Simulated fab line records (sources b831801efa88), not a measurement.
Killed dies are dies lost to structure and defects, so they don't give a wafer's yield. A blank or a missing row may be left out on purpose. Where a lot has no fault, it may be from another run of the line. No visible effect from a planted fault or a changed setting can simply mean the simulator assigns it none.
Code-filled problem report in 8D (eight disciplines) form	flow sky130	the parts of the form that need people (team, actions taken, sign-off) are left out

== 1. THE ISSUE ==
Mean of run_length_s at SKY_SONOS_ONO_SOFTBAKE_09: 91.39 s across 6 wafers in 2 lots; on wafers with no fault it is 89.07 s (standard deviation 0.12). Relative to the usual mean, that is a shift of +19 standard deviations.
The step: time 60 s.
The first sign was on wafer L450.2 at day 14 16:44, on litho_track-02. At this step, 39 wafers from 13 lots have a number in the record. Rule for "out" (also "out of limits"): further than 4 standard deviations from the usual mean. Any other wafer with a number is counted as sound.

== 2. WHAT IT IS, WHAT IT ISN'T ==
question	is	is not
which readings at this step	run_length_s	-
which lots	L450, L452	L444, L456, L457, L459, L461, L462, L463, L464, L465, L466, L467
which wafers of those lots	all that have a number	-
read on which tools	litho_track-02	litho_track-03, litho_track-04
when	from day 14 16:44	up to then (3 sound wafers); but 30 sound wafers of L456, L457, L459, L461, L462, L463, L464, L465, L466, L467 came after

== 3. SUSPECTS, AND WHAT RULES EACH OUT ==
Counting: a tool stays on the suspect list if, at a process step up to the reading, it processed all lots that are out and no sound lot following the first of them.
- litho_track-02 at SKY_SONOS_ONO_SOFTBAKE_09 (time 60 s): ruled out as a lasting fault. The sound lots L463 went through it after L450, its earliest lot that is out (day 14 16:44).
Left after counting: nothing in the record.

== 4. THE CAUSE (what the simulator had put in) ==
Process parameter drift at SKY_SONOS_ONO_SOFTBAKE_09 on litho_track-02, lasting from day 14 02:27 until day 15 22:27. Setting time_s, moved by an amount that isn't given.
Counting ruled it out, wrongly.

== 5. THE EFFECT CHAIN, in route order ==
Rows list readings where the struck wafers' mean (over those with a number) sits beyond 3 standard deviations from the usual. Readings are gone through only where the record gives a usual standard deviation; hours: the median, over the lots, of the time from a lot's start at the first step in this table giving one to that lot's start at this step; sigmas: the change measured in usual standard deviations.
hours	step	reading	usual	on struck wafers	change	sigmas
0	SKY_SONOS_ONO_SOFTBAKE_09	run_length_s	89.07 s	91.39	+2.32	+19
The process steps in it:
- SKY_SONOS_ONO_SOFTBAKE_09: time 60 s.
Later steps that measure or inspect, where all struck wafers having a row at the step show a number for every such reading and not one has moved that far: SKY_SONOS_ONO_OVL_MEAS_14.

== 6. HOW IT WOULD HAVE BEEN CAUGHT EARLIER ==
14 hours passed between the start of the fault at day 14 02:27 and the first reading out of limits in this record, taken at day 14 16:44.
